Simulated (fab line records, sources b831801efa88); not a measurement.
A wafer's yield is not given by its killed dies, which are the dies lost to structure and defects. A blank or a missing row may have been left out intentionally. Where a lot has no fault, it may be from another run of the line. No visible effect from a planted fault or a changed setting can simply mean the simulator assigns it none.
Chamber matching -- flow gf180mcu -- GF_V3_CMP_26 on cmp-02 has 4 sister chambers
The step polishes, stops on SiO2, t overpolish 15 s, target thk 0 nm. 36 wafers are shown with their chamber, then 12 later ones without.

WAFERS, EACH WITH ITS CHAMBER
wafer,chamber,timeToEndpointS (s),motorCurrentA (A),overpolishRunS (s)
L074.2,1,87,12.0,15.003
L074.3,3,81,10.5,15.007
L074.5,2,90,11.4,14.992
L076.1,0,86,10.9,14.998
L076.3,3,80,10.6,15.020
L076.6,0,87,10.2,14.999
L078.2,2,92,11.3,15.010
L078.3,3,85,10.6,14.990
L078.6,2,90,11.0,15.014
L080.3,1,82,11.7,14.994
L080.4,3,84,10.6,14.986
L080.6,2,90,10.7,14.987
L081.3,2,88,11.6,15.004
L081.4,0,86,10.8,14.996
L081.6,0,87,10.4,14.997
L083.1,1,84,12.0,15.023
L083.2,2,90,11.0,15.002
L083.3,0,85,10.3,14.992
L085.1,0,87,10.4,15.002
L085.5,1,84,11.1,15.009
L085.6,0,87,10.7,15.006
L086.1,0,86,10.7,14.982
L086.3,3,82,10.8,14.994
L086.5,3,83,10.5,14.986
L088.3,0,88,10.3,15.009
L088.4,1,89,11.7,15.006
L088.6,3,85,10.5,15.002
L089.2,1,85,11.3,14.986
L089.4,0,86,10.9,14.988
L089.5,1,87,11.8,15.000
L090.1,0,86,10.2,14.981
L090.3,2,90,10.7,14.994
L090.4,3,81,11.0,14.995
L091.1,3,83,10.7,14.999
L091.4,2,88,11.5,15.009
L091.5,0,87,10.3,14.994

SIGNATURES, as means of the wafers listed above
reading,chamber 0,chamber 1,chamber 2,chamber 3,scatter within a chamber
timeToEndpointS,86.50,85.43,89.75,82.67,1.56
motorCurrentA,10.508,11.657,11.150,10.644,0.284
overpolishRunS,14.99533,15.00300,15.00150,14.99767,0.0101
Rule: a wafer lies at a distance from a chamber equal to the root of the sum of squares, over the readings, of (its reading less the chamber's mean, divided by the reading's scatter). If the next closest chamber is less than 2 further off than the closest, the wafer can't be placed; otherwise it belongs to the closest. The scatter is the square root of a quotient: the sum, over the shown wafers, of each reading's squared deviation from its chamber's mean, divided by wafers minus chambers.

WAFERS WITH NO CHAMBER GIVEN
wafer,timeToEndpointS (s),motorCurrentA (A),overpolishRunS (s)
L092.4,94,11.1,14.997
L092.5,89,9.9,14.993
L092.6,84,10.4,14.984
L094.4,80,11.1,14.993
L094.5,84,10.4,14.989
L094.6,83,11.9,15.008
L095.1,90,11.2,15.013
L095.3,88,10.3,15.002
L095.6,90,10.6,14.997
L096.1,91,11.3,14.994
L096.3,94,10.7,14.995
L096.4,88,10.4,15.007

CHAMBER TAKEN BY EACH
wafer,from the rows above,in truth
L092.4,2,2
L092.5,can't be placed: 0 or 2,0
L092.6,can't be placed: 3 or 0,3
L094.4,can't be placed: 3 or 1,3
L094.5,can't be placed: 3 or 0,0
L094.6,1,1
L095.1,2,2
L095.3,can't be placed: 0 or 2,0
L095.6,can't be placed: 2 or 0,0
L096.1,2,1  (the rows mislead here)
L096.3,can't be placed: 2 or 0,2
L096.4,can't be placed: 0 or 2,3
Correct placement for 3 of the 12. Can't be placed from these rows: 8 (the true chamber is among the candidates in 7). Number placed wrongly: 1.
